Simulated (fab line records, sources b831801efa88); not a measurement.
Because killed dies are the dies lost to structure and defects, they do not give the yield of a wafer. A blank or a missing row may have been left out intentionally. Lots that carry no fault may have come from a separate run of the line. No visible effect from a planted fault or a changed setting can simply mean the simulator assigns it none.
Which tool did it? | flow gf180mcu | 33 wafers from 11 lots sampled at 5 of the route's 602 steps

## WHAT EACH GAUGE READ, for each wafer
GF_V3_OVL_MEAS_15.
lot  | measured     | on         | V3_OVL (nm)
L129 | day 22 20:47 | overlay-02 | 2 -3 -4
L134 | day 24 06:46 | overlay-01 | 3 5 10
L136 | day 24 18:32 | overlay-01 | 5 1 11
L137 | day 25 07:08 | overlay-01 | 11 15 10
L141 | day 26 13:21 | overlay-02 | -5 6 2
L145 | day 27 18:16 | overlay-01 | 19 20 7
L148 | day 28 15:40 | overlay-01 | 1 -2 -3
L149 | day 28 20:45 | overlay-02 | 3 12 5
L150 | day 29 10:37 | overlay-02 | 1 -1 -3
L151 | day 29 11:01 | overlay-02 | 14 13 15
L152 | day 29 16:49 | overlay-02 | 8 -3 7

GF_V3_RS_MEAS_24: measurement is done with a four-point probe.
lot  | measured     | on            | V3_W_RS (ohm/sq)
L129 | day 22 21:44 | film_metro-02 | 0.336 0.331 0.331
L134 | day 24 07:44 | film_metro-01 | 0.328 0.335 0.328
L136 | day 24 19:28 | film_metro-03 | 0.413 0.411 0.398
L137 | day 25 08:05 | film_metro-02 | 0.414 0.417 0.417
L141 | day 26 14:18 | film_metro-02 | 0.328 0.334 0.331
L145 | day 27 19:11 | film_metro-02 | 0.328 0.330 0.329
L148 | day 28 16:34 | film_metro-02 | 0.333 0.332 0.332
L149 | day 28 21:41 | film_metro-02 | 0.331 0.334 0.335
L150 | day 29 11:35 | film_metro-03 | 0.327 0.330 0.326
L151 | day 29 11:56 | film_metro-02 | 0.320 0.333 0.327
L152 | day 29 17:47 | film_metro-03 | 0.328 0.322 0.325

GF_V3_THK_MEAS_25: measures by xrf.
lot  | measured     | on            | V3_W_THK (nm)
L129 | day 22 21:51 | film_metro-02 | 344 350 348
L134 | day 24 07:50 | film_metro-01 | 345 342 347
L136 | day 24 19:35 | film_metro-03 | 282 284 290
L137 | day 25 08:11 | film_metro-02 | 280 279 278
L141 | day 26 14:25 | film_metro-02 | 357 349 354
L145 | day 27 19:17 | film_metro-02 | 357 353 354
L148 | day 28 16:41 | film_metro-02 | 347 348 350
L149 | day 28 21:48 | film_metro-02 | 349 349 346
L150 | day 29 11:41 | film_metro-03 | 360 355 361
L151 | day 29 12:03 | film_metro-02 | 362 349 353
L152 | day 29 17:53 | film_metro-03 | 356 360 359

## TOOL THAT RAN EACH LOT (tool first, then ch and the chambers of the sampled wafers, then the start)
lot  | GF_V3_ETCH_17                                 | GF_V3_CVD_23
L129 | rie_diel-02 ch 0,1, day 22 21:37 or earlier   | cvd_w-02 ch 0,1, day 22 21:37
L134 | rie_diel-02 ch 0,2, day 24 07:38 or earlier   | cvd_w-01 ch 0,1, day 24 07:38
L136 | rie_diel-02 ch 2,3, day 24 19:20 or earlier   | cvd_w-02 ch 0,1, day 24 19:20
L137 | rie_diel-02 ch 2,3, day 25 07:58 or earlier   | cvd_w-02 ch 0,1, day 25 07:58
L141 | rie_diel-02 ch 1,2,3, day 26 14:11 or earlier | cvd_w-01 ch 0,1, day 26 14:11
L145 | rie_diel-04 ch 0,1, day 27 19:03 or earlier   | cvd_w-01 ch 0,1, day 27 19:03
L148 | rie_diel-04 ch 1,2,3, day 28 16:28 or earlier | cvd_w-02 ch 0,1, day 28 16:28
L149 | rie_diel-01 ch 0,1,2, day 28 21:34 or earlier | cvd_w-01 ch 0,1, day 28 21:34
L150 | rie_diel-02 ch 0,1,2, day 29 11:29 or earlier | cvd_w-02 ch 0,1, day 29 11:29
L151 | rie_diel-01 ch 0,1,2, day 29 11:49 or earlier | cvd_w-02 ch 0,1, day 29 11:49
L152 | rie_diel-04 ch 0,2,3, day 29 17:39 or earlier | cvd_w-02 ch 0,1, day 29 17:39
- GF_V3_ETCH_17: etches SiO2 in C4F8/O2/Ar, stops on TiN, target depth 635 nm.
- GF_V3_CVD_23: deposits W, target thk 350 nm, time 104.9 s.

## AS READ BY THE TOOLS THEMSELVES (means over the sampled wafers that have a number; for cases with no such wafer, the mark the record gives instead)
GF_V3_ETCH_17.
lot  | tool        | oes_product_au (a.u.)
L129 | rie_diel-02 | 0.860
L134 | rie_diel-02 | 0.854
L136 | rie_diel-02 | 0.859
L137 | rie_diel-02 | 0.856
L141 | rie_diel-02 | 0.856
L145 | rie_diel-04 | 0.853
L148 | rie_diel-04 | 0.854
L149 | rie_diel-01 | 0.859
L150 | rie_diel-02 | 0.857
L151 | rie_diel-01 | 0.854
L152 | rie_diel-04 | 0.852

GF_V3_CVD_23.
lot  | tool     | heater_power_w (W) | susceptor_temp_C (C)
L129 | cvd_w-02 | 853                | 400.02
L134 | cvd_w-01 | 891                | 399.99
L136 | cvd_w-02 | 795                | 388.03
L137 | cvd_w-02 | 790                | 388.06
L141 | cvd_w-01 | 926                | 400.04
L145 | cvd_w-01 | 885                | 399.67
L148 | cvd_w-02 | 869                | 400.06
L149 | cvd_w-01 | 935                | 400.21
L150 | cvd_w-02 | 855                | 400.10
L151 | cvd_w-02 | 854                | 399.69
L152 | cvd_w-02 | 843                | 399.89

## THE ANSWER, worked out from the rows above alone
Rule: what is usual is taken from the lots themselves. Put in order of their means at a reading, lots are off if they are a third of the lots or fewer, leave a main group of 4 or more, and stand apart from it by a gap of 3 or more times the standard deviation of the main group's means; of several such gaps the widest counts. A main group whose means are all the same, to the digits that the tables above print for the reading, isn't used. Also off: a lot with no number at a reading for which 4 or more lots have one. All remaining lots with rows at the step are treated as sound. First the gauges in route order, then the tools' own readings, where a lot's mean is used as printed above. The first step at which some lot is off is used, and at that step the reading that is off furthest; a lot without a number counts as furthest.
Off: L136, L137, seen at GF_V3_RS_MEAS_24 (V3_W_RS). Mean 0.330 ohm/sq and standard deviation 0.0027 in the main group.
If a tool, at a process step before that reading, ran all the lots that are off and no sound lot after the first of them, it fits. The gauges at GF_V3_RS_MEAS_24 aren't tried: what is off there is off at GF_V3_CVD_23 too, on other tools, and a gauge's error can't cause that. GF_V3_ETCH_17: start missing for some lots; hours and lot order therefore follow GF_V3_CVD_23. Of those tried, none fits.

## WHAT THE SIMULATOR HAD PUT IN
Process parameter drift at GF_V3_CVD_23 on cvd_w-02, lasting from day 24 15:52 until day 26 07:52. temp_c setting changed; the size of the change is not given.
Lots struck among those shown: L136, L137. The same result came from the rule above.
